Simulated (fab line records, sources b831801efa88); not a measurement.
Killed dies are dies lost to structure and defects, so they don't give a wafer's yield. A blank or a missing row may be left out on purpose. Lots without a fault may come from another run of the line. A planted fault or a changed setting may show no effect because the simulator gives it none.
A struck lot beside a sound one | flow sky130 | 25 steps out of a route of 708
Sound: wafers L713.2, L713.3, L713.6. Struck: wafers L723.1, L723.5, L723.6. The cause comes at the end.
At each step with rows: each side's tool, then ch and its chambers, then its first start. Under that, the readings that differ: sound wafers | struck wafers | difference of the means | sigmas: that difference in standard deviations of wafers without a fault.
alike: readings whose means differ by less than 2 such deviations, and words and numbers that are the same on both sides. not compared: withheld readings, readings that some wafer has no value for, bounds like >300 that may hide the same value, and numbers for which the record gives no deviation and whose values overlap.
The two part at a step that has a row with sigmas, a row that says differs or no value, or rows on one side only. Numbers that don't overlap but have no deviation are shown without sigmas and don't part them. A reading that every wafer of one side lacks parts them only if that side has two wafers or more.

SKY_NWELL_RS_MEAS_31: measures by four-point-probe.
  sound on film_metro-04, day 6 21:47; struck on film_metro-02, day 9 09:34
  alike: PWDE_RS
then, 7 steps without rows for these wafers: SKY_VT_ADJUST_HVTP_DEHYDRATE_00 (time 60 s); SKY_VT_ADJUST_HVTP_HMDS_01 (prime time 60 s); SKY_VT_ADJUST_HVTP_COAT_02 (resist thk 1140 nm); SKY_VT_ADJUST_HVTP_SOFTBAKE_03 (time 60 s); SKY_VT_ADJUST_HVTP_EXPOSE_04 (exposes mask HVTPM, target cd 380 nm); SKY_VT_ADJUST_HVTP_PEB_05; SKY_VT_ADJUST_HVTP_DEVELOP_06 (develop time 60 s).
SKY_VT_ADJUST_HVTP_CD_MEAS_07: target cd 380 nm.
  sound on cd_sem-01, day 7 17:35; struck on cd_sem-02, day 10 07:52
  alike: cd_nm
SKY_VT_ADJUST_HVTP_OVL_MEAS_08:
  sound on overlay-01, day 7 17:41; struck on overlay-01, day 10 07:59
  alike: VT_ADJUST_HVTP_OVL
then, 1 step without rows for these wafers: SKY_VT_ADJUST_HVTP_IMPLANT_09.
SKY_VT_ADJUST_HVTP_STRIP_10: strips in O2/N2.
  sound on plasma_asher-03 ch 0,1, day 7 17:52; struck on plasma_asher-02 ch 0,1, day 10 08:10
  no value came back on the struck wafers for any of 5 readings (chamber_pressure_mTorr (mTorr), drypump_motor_current_A (A) and others); on the sound wafers chamber_pressure_mTorr (mTorr) reads 1500.0 1496.0 1501.0
  reading                                             | sound | struck         | difference | sigmas
  model.NOVOLAK_of_VT_ADJUST_HVTP_COAT_02.thk_nm (nm) | 0 0 0 | 1143 1142 1141 | +1142      |
  not compared: rf_hours_counter_h
SKY_VT_ADJUST_HVTP_TW_MEAS_11:
  sound on film_metro-01, day 7 17:59; struck on film_metro-04, day 10 08:16
  reading           | sound          | struck         | difference | sigmas
  VT_ADJUST_HVTP_TW | 1386 1385 1393 | 1332 1323 1325 | -61        | -2
then, 7 steps without rows for these wafers: SKY_VT_ADJUST_LVTN_DEHYDRATE_00 (time 60 s); SKY_VT_ADJUST_LVTN_HMDS_01 (prime time 60 s); SKY_VT_ADJUST_LVTN_COAT_02 (resist thk 3000 nm); SKY_VT_ADJUST_LVTN_SOFTBAKE_03; SKY_VT_ADJUST_LVTN_EXPOSE_04 (exposes mask NWM COMPLEMENT LESS NATIVE, target cd 840 nm); SKY_VT_ADJUST_LVTN_PEB_05; SKY_VT_ADJUST_LVTN_DEVELOP_06 (develop time 60 s).
SKY_VT_ADJUST_LVTN_OVL_MEAS_07:
  sound on overlay-01, day 8 14:08; struck on overlay-01, day 11 07:21
  alike: VT_ADJUST_LVTN_OVL
then, 1 step without rows for these wafers: SKY_VT_ADJUST_LVTN_IMPLANT_08.
SKY_VT_ADJUST_LVTN_STRIP_09: strips in O2/N2.
  sound on plasma_asher-01 ch 0,1, day 8 14:19; struck on plasma_asher-04 ch 0,1, day 11 07:32
  reading                      | sound             | struck            | difference | sigmas
  strip_time_to_endpoint_s (s) | 36.92 36.99 36.87 | 53.81 53.82 53.80 | +16.88     | +99 or more
  alike: chamber_pressure_mTorr, drypump_motor_current_A, oes_product_au
  not compared: rf_hours_counter_h
SKY_VT_ADJUST_LVTN_TW_MEAS_10:
  sound on film_metro-04, day 8 14:26; struck on film_metro-04, day 11 07:38
  reading           | sound       | struck   | difference | sigmas
  VT_ADJUST_LVTN_TW | 238 237 237 | 29 29 29 | -208       | -48
then, 1 step without rows for these wafers: SKY_VT_ADJUST_LVTN_DEHYDRATE_11 (time 60 s).

WHERE THEY PART
First at SKY_VT_ADJUST_HVTP_STRIP_10; last, within this record, at SKY_VT_ADJUST_LVTN_TW_MEAS_10.

WHY: what the simulator had put in
Skipped step whole: plasma_asher-02, from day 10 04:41 on, at SKY_VT_ADJUST_HVTP_STRIP_10. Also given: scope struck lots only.
